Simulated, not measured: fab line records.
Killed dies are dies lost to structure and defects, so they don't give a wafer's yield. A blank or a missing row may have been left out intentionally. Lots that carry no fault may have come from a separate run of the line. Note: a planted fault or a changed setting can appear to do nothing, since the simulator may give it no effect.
fab line records	flow sky130
record: lots: 6	wafers: 18	lastDay: 50
route steps=708 shown SD_N@344 SD_P@359 RES_XHIGH@360 PAD_OPEN@708
lots with no fault: from the same line, run without faults
startH: the number of hours between the record's first day and the start of the first shown wafer of the lot	waitH: how many hours have passed since the lot's step before this one	" the same as in the row above	L1.1+2: a row that stands for several wafers	- no value present, or no start provided	* or withheld: withheld	< > ~ a bound
route shown NAME@n: names a module that has steps shown in the file, with the first one's number in the route	usual: mean/standard deviation taken from wafers without a fault	same: alike in all rows	chamber/n: place in a boat	sites: readings site by site	_std_site: their standard deviation	_edge_site: mean of outer sites minus mean of inner sites	radiusMm: how far each site lies from the wafer's centre	mask NAME#n: copy n	behind: the most recent tool/chamber to have shaped the wafer	hold: reason for holding the lot/hours on hold/outcome of the hold	device: which transistor (n, p or np) failed to switch	end of line: the same wafers' tests at the end of the route	a step without rows: its recipe alone	killed: count of dies lost to structure and defects at first sort (not the wafer's yield)	map: shows each die of a wafer: x if killed, . if not, _ if none is there
set.NAME: the setting as run; set.NAME@STEP: as run at that earlier step	model.NAME: the simulator's own value behind a step, which no gauge read
a table for each step, a row for each wafer; lots at some steps of the route
services: a tool's chamber out of use, with start hour (startH, from the record's first day; less than 0 if before it), hours out, and reason
== steps ==
step: SKY_SD_N_COAT_02
recipe: resist: NOVOLAK	spinRpm: 3000	resistThkNm: 1140
step: SKY_SD_N_SOFTBAKE_03
recipe: tempC: 90	timeS: 60	resist: NOVOLAK
step: SKY_SD_N_EXPOSE_04
recipe: maskId: NSDM	na: 0.6	sourceShape: conventional	sigmaOuter: 0.6	polarization: unpolarized	targetCdNm: 380	doseMj: 141
step: SKY_SD_N_PEB_05
recipe: tempC: withheld	timeS: *	resist: NOVOLAK
step: SKY_SD_N_DEVELOP_06
recipe: resist: NOVOLAK	developer: TMAH	developTimeS: 60	devTempC: 21.99
step: SKY_SD_N_CD_MEAS_07
recipe: targetCdNm: 380
usual: cdNm: 380.3/2.7
lot.wafer	tool	chamber	startH	waitH	cdNm
L546.1	cdSem-02	-	635.99	0.1	381.7
L546.3	"	-	"	"	380.6
L546.6	"	-	"	"	379.2
L555.2	cdSem-02	-	733.80	0.1	383.5
L555.5	"	-	"	"	381.1
L555.6	"	-	"	"	384.1
L560.2	cdSem-01	-	788.31	0.1	383.1
L560.3	"	-	"	"	383.1
L560.4	"	-	"	"	381.4
L563.1	cdSem-02	-	798.21	0.1	381.0
L563.5	"	-	"	"	380.2
L563.6	"	-	"	"	378.7
L562.2	cdSem-01	-	800.40	0.1	379.7
L562.4	"	-	"	"	382.3
L562.5	"	-	"	"	380.5
L567.1	cdSem-01	-	818.79	0.1	380.1
L567.3	"	-	"	"	376.0
L567.6	"	-	"	"	377.4
step: SKY_SD_N_OVL_MEAS_08
usual: SD_N_OVL: -0.1/1.5
lot.wafer	tool	chamber	startH	waitH	SD_N_OVL[nm]
L546.1	overlay-01	-	636.11	0.1	-1.5
L546.3	"	-	"	"	-3.2
L546.6	"	-	"	"	-1.7
L555.2	overlay-01	-	733.91	0.1	-0.9
L555.5	"	-	"	"	0.7
L555.6	"	-	"	"	0.2
L560.2	overlay-02	-	788.42	0.1	1.5
L560.3	"	-	"	"	2.4
L560.4	"	-	"	"	-0.8
L563.1	overlay-01	-	798.33	0.1	1.6
L563.5	"	-	"	"	0.6
L563.6	"	-	"	"	0.4
L562.2	overlay-01	-	800.51	0.1	-0.9
L562.4	"	-	"	"	0.1
L562.5	"	-	"	"	-0.7
L567.1	overlay-02	-	818.91	0.1	1.7
L567.3	"	-	"	"	-0.2
L567.6	"	-	"	"	0.0
step: SKY_SD_N_IMPLANT_09
recipe: species: As	energyKev: 50	doseCm2: 4e+15	tiltDeg: 0
step: SKY_SD_N_IMPLANT_10
recipe: species: P	energyKev: 20	doseCm2: 1e+14	tiltDeg: 0
step: SKY_SD_N_STRIP_11
recipe: chemistry: O2/N2	powerW: 1400	pressureMtorr: 1500	platenTempC: withheld	o2FlowSccm: 3000	n2FlowSccm: 300	overashFraction: 0.5
usual: drypumpMotorCurrentA: 5.7/0.55	oesProductAu: 0.527/0.0044	stripTimeToEndpointS: 22.52/0.042
lot.wafer	tool	chamber	startH	waitH	drypumpMotorCurrentA	oesProductAu	rfHoursCounterH	stripTimeToEndpointS
L546.1	plasmaAsher-03	0	636.45	0.1	5.8	0.526	20	22.61
L546.3	"	0	"	"	5.8	0.533	-	22.58
L546.6	"	0	"	"	5.8	0.523	-	22.54
L555.2	plasmaAsher-02	0	734.24	0.1	6.1	0.530	92	22.51
L555.5	"	1	"	"	4.8	0.526	-	22.56
L555.6	"	0	"	"	6.1	0.529	-	22.54
L560.2	plasmaAsher-02	1	788.75	0.1	4.8	0.531	97	22.58
L560.3	"	1	"	"	4.8	0.526	-	22.61
L560.4	"	0	"	"	6.1	0.529	-	22.61
L563.1	plasmaAsher-03	1	798.66	0.1	6.2	0.528	37	22.48
L563.5	"	0	"	"	5.8	0.523	-	22.45
L563.6	"	1	"	"	6.2	0.526	-	22.50
L562.2	plasmaAsher-02	1	800.84	0.1	4.8	0.530	98	22.46
L562.4	"	0	"	"	6.1	0.530	-	22.45
L562.5	"	1	"	"	4.8	0.523	-	22.48
L567.1	plasmaAsher-02	0	819.25	0.1	6.1	0.537	100	22.52
L567.3	"	0	"	"	6.1	0.524	-	22.57
L567.6	"	0	"	"	6.1	0.524	-	22.53
step: SKY_SD_N_TW_MEAS_12
usual: SD_N_TW: 3973/29
lot.wafer	tool	chamber	startH	waitH	SD_N_TW
L546.1	filmMetro-02	-	636.55	0.1	3953
L546.3	"	-	"	"	3943
L546.6	"	-	"	"	3945
L555.2	filmMetro-01	-	734.35	0.1	3938
L555.5	"	-	"	"	3932
L555.6	"	-	"	"	3947
L560.2	filmMetro-03	-	788.86	0.1	4005
L560.3	"	-	"	"	4031
L560.4	"	-	"	"	4017
L563.1	filmMetro-02	-	798.76	0.1	3944
L563.5	"	-	"	"	3937
L563.6	"	-	"	"	3926
L562.2	filmMetro-02	-	800.95	0.1	3941
L562.4	"	-	"	"	3942
L562.5	"	-	"	"	3938
L567.1	filmMetro-03	-	819.35	0.1	4008
L567.3	"	-	"	"	4006
L567.6	"	-	"	"	4026
step: SKY_SD_N_CLEAN_13
recipe: chemistry: SC1/SC2	mix: 1:4:20	tempC: 70	timeS: 150	dry: n2Spin
step: SKY_SD_N_RTA_14
recipe: tempC: 1075	timeS: 2	idleTempC: 650	rampUpCPerS: 150	rampDownCPerS: 90	ambient: N2
usual: lampPowerPct: 15.74/0.054	wafer_temp_C_max: 1078.2/1.4
lot.wafer	tool	chamber	startH	waitH	lampPowerPct	wafer_temp_C_max
L546.1	rtpAnneal-01	0	636.66	0.0	15.72	1077.1
L546.3	"	0	"	"	15.79	1078.2
L546.6	"	0	"	"	15.75	1075.6
L555.2	rtpAnneal-02	0	734.46	0.0	15.81	1079.1
L555.5	"	0	"	"	15.67	1077.5
L555.6	"	0	"	"	15.77	1079.1
L560.2	rtpAnneal-02	0	788.97	0.0	16.17	1094.5
L560.3	"	0	"	"	16.18	1096.5
L560.4	"	0	"	"	16.00	1094.6
L563.1	rtpAnneal-01	0	798.87	0.0	15.66	1077.4
L563.5	"	0	"	"	15.79	1077.7
L563.6	"	0	"	"	15.66	1077.2
L562.2	rtpAnneal-02	0	801.06	0.0	15.99	1094.5
L562.4	"	0	"	"	16.12	1096.2
L562.5	"	0	"	"	16.03	1094.1
L567.1	rtpAnneal-01	0	819.46	0.0	15.89	1075.8
L567.3	"	0	"	"	15.72	1080.6
L567.6	"	0	"	"	15.69	1080.9
step: SKY_SD_N_RS_MEAS_16
recipe: thkMeasGauge: four-point-probe
usual: SD_N_RS: 68.60/0.11
lot.wafer	tool	chamber	startH	waitH	SD_N_RS[ohm/sq]
L546.1	filmMetro-03	-	636.83	0.1	68.37
L546.3	"	-	"	"	68.55
L546.6	"	-	"	"	68.51
L555.2	filmMetro-01	-	734.65	0.1	68.66
L555.5	"	-	"	"	68.57
L555.6	"	-	"	"	68.70
L560.2	filmMetro-03	-	789.15	0.1	65.52
L560.3	"	-	"	"	65.30
L560.4	"	-	"	"	65.50
L563.1	filmMetro-01	-	799.05	0.1	68.65
L563.5	"	-	"	"	68.68
L563.6	"	-	"	"	68.52
L562.2	filmMetro-01	-	801.25	0.1	65.47
L562.4	"	-	"	"	65.38
L562.5	"	-	"	"	65.33
L567.1	filmMetro-02	-	819.64	0.1	68.65
L567.3	"	-	"	"	68.52
L567.6	"	-	"	"	68.75
step: SKY_SD_N_RS_MEAS_17
recipe: thkMeasGauge: four-point-probe
usual: SD_P_RS: 147.1/0.37
lot.wafer	tool	chamber	startH	waitH	SD_P_RS[ohm/sq]
L546.1	filmMetro-03	-	636.95	0.1	146.7
L546.3	"	-	"	"	146.7
L546.6	"	-	"	"	146.5
L555.2	filmMetro-01	-	734.77	0.1	147.0
L555.5	"	-	"	"	147.0
L555.6	"	-	"	"	147.5
L560.2	filmMetro-03	-	789.27	0.1	132.2
L560.3	"	-	"	"	131.8
L560.4	"	-	"	"	131.7
L563.1	filmMetro-01	-	799.17	0.1	146.9
L563.5	"	-	"	"	147.0
L563.6	"	-	"	"	146.8
L562.2	filmMetro-01	-	801.37	0.1	132.3
L562.4	"	-	"	"	131.8
L562.5	"	-	"	"	132.0
L567.1	filmMetro-02	-	819.76	0.1	147.5
L567.3	"	-	"	"	147.2
L567.6	"	-	"	"	146.8
step: SKY_SD_N_RS_MEAS_18
recipe: thkMeasGauge: four-point-probe
usual: RES_XHIGH_RS: 333.6/1.1
lot.wafer	tool	chamber	startH	waitH	RES_XHIGH_RS[ohm/sq]
L546.1	filmMetro-03	-	637.07	0.1	334.3
L546.3	"	-	"	"	334.1
L546.6	"	-	"	"	334.3
L555.2	filmMetro-01	-	734.89	0.1	334.9
L555.5	"	-	"	"	335.5
L555.6	"	-	"	"	333.5
L560.2	filmMetro-03	-	789.39	0.1	331.3
L560.3	"	-	"	"	332.0
L560.4	"	-	"	"	331.0
L563.1	filmMetro-01	-	799.29	0.1	334.1
L563.5	"	-	"	"	335.7
L563.6	"	-	"	"	334.4
L562.2	filmMetro-01	-	801.49	0.1	331.6
L562.4	"	-	"	"	330.9
L562.5	"	-	"	"	331.8
L567.1	filmMetro-02	-	819.88	0.1	333.8
L567.3	"	-	"	"	332.5
L567.6	"	-	"	"	334.6
step: SKY_PAD_OPEN_PROBE_99
usual: killed_at_M0_to_M3: 42/6.4	killed_at_M4_up: 2.9/1.7	killedAtContacts: 25/5.2	killedAtFrontEnd: 16/4.4	killedAtOther: 0.4/0.65	killedDies: 86/9.2	killedOpen: 47/6.6	killedShort: 39/5.8
same: grossDies: 492	killedAtBackSide: 0
lot.wafer	tool	chamber	startH	waitH	killed_at_M0_to_M3	killed_at_M4_up	killedAtContacts	killedAtFrontEnd	killedAtOther	killedDies	killedOpen	killedShort	model.etest.resXhighPo.lineOhmUm	model.etest.resXhighPo.rsOhmSq	model.etest.pfet_01v8.rOnOhmUm	model.etest.resPdiff.lineOhmUm	model.etest.resHighPo.lineOhmUm	model.etest.liconHighPo.rcOhm	model.etest.resNdiff.lineOhmUm	model.etest.resHighPo.rsOhmSq
L546.1	prober-01	-	1064.21	0.1	44	2	24	12	0	82	39	43	5649	1999	2906	1374	745.6	348.9	778.7	260.3
L546.3	prober-01	-	1064.31	0.2	55	3	22	14	1	95	53	41	5638	2000	2882	1348	732.6	345.4	748.5	259.1
L546.6	prober-01	-	1064.46	0.2	34	1	21	12	0	68	39	29	5716	2021	2972	1345	740.6	350.2	763.5	261.4
L555.2	prober-01	-	1142.49	0.1	43	2	26	22	0	93	49	44	5871	2037	2960	1404	754.5	361.7	791.2	262.9
L555.5	prober-01	-	1142.64	0.2	54	1	30	9	0	94	52	42	5902	2088	2984	1418	757.1	342.3	782.1	265.8
L555.6	prober-01	-	1142.69	0.2	45	2	30	13	1	91	53	38	5935	2097	2944	1437	760.5	349.1	794.5	268.1
L560.2	prober-02	-	1177.33	0.1	36	5	24	20	0	85	47	38	4685	1663	2742	1261	654.8	292.5	740.4	228.1
L560.3	prober-02	-	1177.38	0.2	40	4	16	20	2	82	40	41	4560	1614	2742	1255	642	280.4	729.4	225.3
L560.4	prober-02	-	1177.43	0.2	40	7	25	23	0	95	44	51	4729	1657	2666	1225	652.4	284.4	720.6	229.4
L563.1	prober-01	-	1183.16	0.1	34	2	20	14	0	70	38	32	5693	2013	2923	1366	728.8	343.2	780.2	259.2
L563.5	prober-01	-	1183.36	0.2	41	1	14	8	0	64	42	22	5380	1889	2944	1363	716.4	320.4	779.9	251.6
L563.6	prober-01	-	1183.41	0.2	50	1	14	19	1	85	39	45	5277	1854	2879	1400	691.8	326.5	798.7	243.9
L562.2	prober-02	-	1185.52	0.1	49	1	24	17	0	91	43	47	4847	1695	2689	1241	662.2	287.2	729.9	234.1
L562.4	prober-02	-	1185.62	0.2	44	3	24	13	0	84	43	41	4505	1592	2719	1217	635.9	274.9	704.9	225.6
L562.5	prober-02	-	1185.67	0.2	41	8	22	21	1	93	51	41	4933	1715	2669	1231	683.6	286.8	722	236.6
L567.1	prober-01	-	1195.86	0.1	43	2	20	11	0	76	43	32	5562	1953	2887	1369	727.4	344	759.6	254.9
L567.3	prober-01	-	1195.96	0.2	39	3	27	16	0	85	50	33	6070	2075	2801	1379	757.2	348.9	770.9	263
L567.6	prober-01	-	1196.11	0.2	42	4	29	19	1	95	54	40	5696	1968	2788	1378	731.8	346.4	780.5	253.5
killed by level:class
L546.1 VIA1:geometricParticle:open=12 METAL2:geometricParticle:short=9 CONTACT:geometricParticle:open=8 FIELD_ISO:geometricParticle:short=5 LI_CONTACT:geometricParticle:open=5 LOCAL_INTERCONNECT:geometricParticle:short=5 VIA1:geometricParticle:short=5 VIA3:geometricParticle:short=5
L546.3 CONTACT:geometricParticle:open=12 VIA2:geometricParticle:open=8 METAL1:geometricParticle:short=7 VIA1:geometricParticle:short=7 LI_CONTACT:geometricParticle:open=6 VIA1:geometricParticle:open=6 METAL3:geometricParticle:short=6 METAL2:geometricParticle:short=5
L546.6 CONTACT:geometricParticle:open=12 VIA1:geometricParticle:open=7 VIA2:geometricParticle:open=6 METAL1:geometricParticle:short=5 VIA3:geometricParticle:open=5 FIELD_ISO:geometricParticle:short=3 FIELD_ISO:geometricParticle:open=3 VIA3:geometricParticle:short=3
L555.2 LI_CONTACT:geometricParticle:open=10 VIA1:geometricParticle:open=8 POLY_GATE:geometricParticle:open=6 CONTACT:geometricParticle:open=6 VIA3:geometricParticle:short=6 VIA3:geometricParticle:open=6 FIELD_ISO:geometricParticle:short=5 FIELD_ISO:geometricParticle:open=5
L555.5 CONTACT:geometricParticle:open=11 CONTACT:geometricParticle:short=11 VIA1:geometricParticle:open=11 METAL1:geometricParticle:short=10 VIA2:geometricParticle:open=8 LI_CONTACT:geometricParticle:open=7 VIA1:geometricParticle:short=6 VIA3:geometricParticle:open=5
L555.6 VIA1:geometricParticle:open=13 VIA2:geometricParticle:open=10 CONTACT:geometricParticle:open=9 LI_CONTACT:geometricParticle:open=8 METAL1:geometricParticle:short=6 POLY_GATE:geometricParticle:open=4 LI_CONTACT:geometricParticle:short=4 LOCAL_INTERCONNECT:geometricParticle:short=4
L560.2 LI_CONTACT:geometricParticle:open=9 FIELD_ISO:geometricParticle:short=7 VIA1:geometricParticle:short=7 VIA1:geometricParticle:open=7 FIELD_ISO:geometricParticle:open=6 VIA2:geometricParticle:open=6 VIA3:geometricParticle:open=5 CONTACT:geometricParticle:open=4
L560.3 VIA1:geometricParticle:open=9 FIELD_ISO:geometricParticle:open=7 CONTACT:geometricParticle:open=7 METAL2:geometricParticle:short=7 FIELD_ISO:geometricParticle:short=6 METAL1:geometricParticle:short=5 VIA3:geometricParticle:open=5 METAL3:geometricParticle:short=5
L560.4 LI_CONTACT:geometricParticle:open=12 FIELD_ISO:geometricParticle:short=10 VIA1:geometricParticle:open=7 METAL2:geometricParticle:short=7 METAL4:geometricParticle:short=6 CONTACT:geometricParticle:short=5 CONTACT:geometricParticle:open=5 METAL1:geometricParticle:short=5
L563.1 VIA1:geometricParticle:open=9 CONTACT:geometricParticle:short=7 VIA2:geometricParticle:open=6 FIELD_ISO:geometricParticle:short=5 CONTACT:geometricParticle:open=5 FIELD_ISO:geometricParticle:open=4 LOCAL_INTERCONNECT:geometricParticle:short=4 METAL3:geometricParticle:short=4
L563.5 VIA1:geometricParticle:open=16 LI_CONTACT:geometricParticle:open=5 VIA2:geometricParticle:open=5 CONTACT:geometricParticle:open=4 METAL1:geometricParticle:short=4 VIA1:geometricParticle:short=4 METAL3:geometricParticle:short=4 VIA3:geometricParticle:open=4
L563.6 VIA1:geometricParticle:open=15 METAL1:geometricParticle:short=8 VIA1:geometricParticle:short=7 LOCAL_INTERCONNECT:geometricParticle:short=6 VIA2:geometricParticle:open=6 FIELD_ISO:geometricParticle:short=5 METAL2:geometricParticle:short=4 POLY_GATE:geometricParticle:open=3
L562.2 VIA1:geometricParticle:open=13 CONTACT:geometricParticle:open=7 POLY_GATE:geometricParticle:short=5 LI_CONTACT:geometricParticle:open=5 CONTACT:geometricParticle:short=5 METAL1:geometricParticle:short=5 VIA1:geometricParticle:short=5 LOCAL_INTERCONNECT:geometricParticle:short=4
L562.4 LI_CONTACT:geometricParticle:open=8 VIA1:geometricParticle:open=7 CONTACT:geometricParticle:open=7 METAL2:geometricParticle:short=6 METAL3:geometricParticle:short=6 VIA1:geometricParticle:short=5 VIA3:geometricParticle:open=5 FIELD_ISO:geometricParticle:open=4
L562.5 VIA1:geometricParticle:open=10 FIELD_ISO:geometricParticle:open=9 CONTACT:geometricParticle:open=8 METAL1:geometricParticle:short=8 VIA2:geometricParticle:open=7 CONTACT:geometricParticle:short=6 LI_CONTACT:geometricParticle:open=5 METAL4:geometricParticle:short=5
L567.1 VIA2:geometricParticle:open=9 CONTACT:geometricParticle:open=8 VIA3:geometricParticle:open=7 VIA1:geometricParticle:open=7 VIA2:geometricParticle:short=6 LI_CONTACT:geometricParticle:open=4 VIA1:geometricParticle:short=4 METAL3:geometricParticle:short=4
L567.3 CONTACT:geometricParticle:open=10 VIA1:geometricParticle:open=8 VIA2:geometricParticle:open=7 LI_CONTACT:geometricParticle:open=6 METAL1:geometricParticle:short=5 FIELD_ISO:geometricParticle:short=4 POLY_CUT:geometricParticle:open=4 LOCAL_INTERCONNECT:geometricParticle:open=4
L567.6 LI_CONTACT:geometricParticle:open=10 CONTACT:geometricParticle:open=8 VIA1:geometricParticle:open=7 VIA2:geometricParticle:open=7 METAL2:geometricParticle:short=6 VIA3:geometricParticle:open=5 FIELD_ISO:geometricParticle:short=4 POLY_CUT:geometricParticle:short=4
== services ==
tool	chamber	startH	hours	kind
plasmaAsher-02	-	628.43	3.0	repair
plasmaAsher-02	-	667.72	3.0	repair
== key ==
firstSign: step: SKY_SD_N_RTA_14	reading: wafer_temp_C_max	direction: up	sigmas: 12	usual: *	struck: *
effect: step: SKY_SD_N_RTA_14	reading: lampPowerPct	direction: up	sigmas: 6.3	usual: 15.74	struck: 16.08
effect: step: SKY_SD_N_RS_MEAS_16	reading: SD_N_RS	direction: down	sigmas: 29	usual: 68.60	struck: 65.42
effect: step: SKY_SD_N_RS_MEAS_17	reading: SD_P_RS	direction: down	sigmas: 41	usual: 147.1	struck: 132.0
effect: step: SKY_SD_N_RS_MEAS_18	reading: RES_XHIGH_RS	direction: down	sigmas: 1.9	usual: 333.6	struck: 331.5
modelEffect: step: SKY_PAD_OPEN_PROBE_99	value: etest.resXhighPo.lineOhmUm	without: 5538	struck: 4710
metAt SKY_SD_N_RTA_14
struckWafers L560.2,L560.3,L560.4,L562.2,L562.4,L562.5
testerLeftOut L560,L562
onsetBetween 734.46 788.97
fault: kind: processParameterDrift	tool: rtpAnneal-02	chamber: -	onsetH: 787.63	steps: SKY_SD_N_RTA_14	channel: tempC	offset: *	shape: step	endH: 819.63	actsIn: *	stated: *
testerLeftOut: of these lots the tester's yield and bins aren't shown, on N5 and GAA mostly nor the transistor test; their killed dies are dies lost to structure and defects alone, not to doping, threshold or leakage, so they don't give the yield
